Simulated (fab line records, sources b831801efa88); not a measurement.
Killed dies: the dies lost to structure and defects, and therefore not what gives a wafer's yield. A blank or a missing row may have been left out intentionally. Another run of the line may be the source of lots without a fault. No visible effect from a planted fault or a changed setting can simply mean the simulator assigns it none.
The tool behind it: which one? -- flow gf180mcu -- 6 lots, 18 wafers sampled, at 3 steps of a route of 602

== WHAT EACH GAUGE READ, for each wafer ==
GF_TOP_METAL_RS_MEAS_05: uses a four-point probe to measure.
lot,measured,on,TOP_METAL_ALCU_RS (ohm/sq)
L722,day 27 21:02,filmMetro-03,0.03274 0.03323 0.03253
L724,day 28 12:55,filmMetro-03,0.03291 0.03301 0.03266
L728,day 29 13:49,filmMetro-04,0.03318 0.03309 0.03296
L734,day 31 12:56,filmMetro-04,0.03252 0.03259 0.03252
L737,day 32 00:53,filmMetro-03,0.0326 0.03289 0.03284
L744,day 33 16:06,filmMetro-04,0.03266 0.03237 0.03248

== TOOL THAT RAN EACH LOT (tool first, then ch and the chambers of the sampled wafers, then the start) ==
lot,GF_POLY_GATE_ETCH_12,GF_TOP_METAL_SPUTTER_00
L722,"rieDiel-03 ch 0,2,3, day 9 17:22","pvdSputter-04, day 27 20:49"
L724,"rieDiel-03 ch 1,2, day 10 07:43","pvdSputter-03, day 28 12:41"
L728,"rieDiel-01 ch 0,1,3, day 11 05:54","pvdSputter-03, day 29 13:35"
L734,"rieDiel-01 ch 0,3, day 13 07:22","pvdSputter-01, day 31 12:43"
L737,"rieDiel-03 ch 1,2,3, day 13 19:03","pvdSputter-04, day 32 00:40"
L744,"rieDiel-03 ch 0,2,3, day 16 00:46","pvdSputter-04, day 33 15:53"
- GF_POLY_GATE_ETCH_12: etches BARC in N2/H2.
- GF_TOP_METAL_SPUTTER_00: material Ti, target thk 37.5 nm, time 150 s.

== THE ANSWER, worked out from the rows above alone ==
Rule: the usual values come from the lots themselves. Put in order of their means at a reading, lots are off if they are a third of the lots or fewer, leave a main group of 4 or more, and stand apart from it by a gap of 3 or more times the standard deviation of the main group's means; of several such gaps the widest counts. A main group is skipped when, at the precision printed for the reading in the tables above, its means are all equal. A lot without any number at a reading at which 4 lots or more have one is off too. The other lots that the step has rows for count as sound.
Across all readings shown, no lot is off: no conclusion can be drawn from this.

== WHAT HAD BEEN PUT IN BY THE SIMULATOR ==
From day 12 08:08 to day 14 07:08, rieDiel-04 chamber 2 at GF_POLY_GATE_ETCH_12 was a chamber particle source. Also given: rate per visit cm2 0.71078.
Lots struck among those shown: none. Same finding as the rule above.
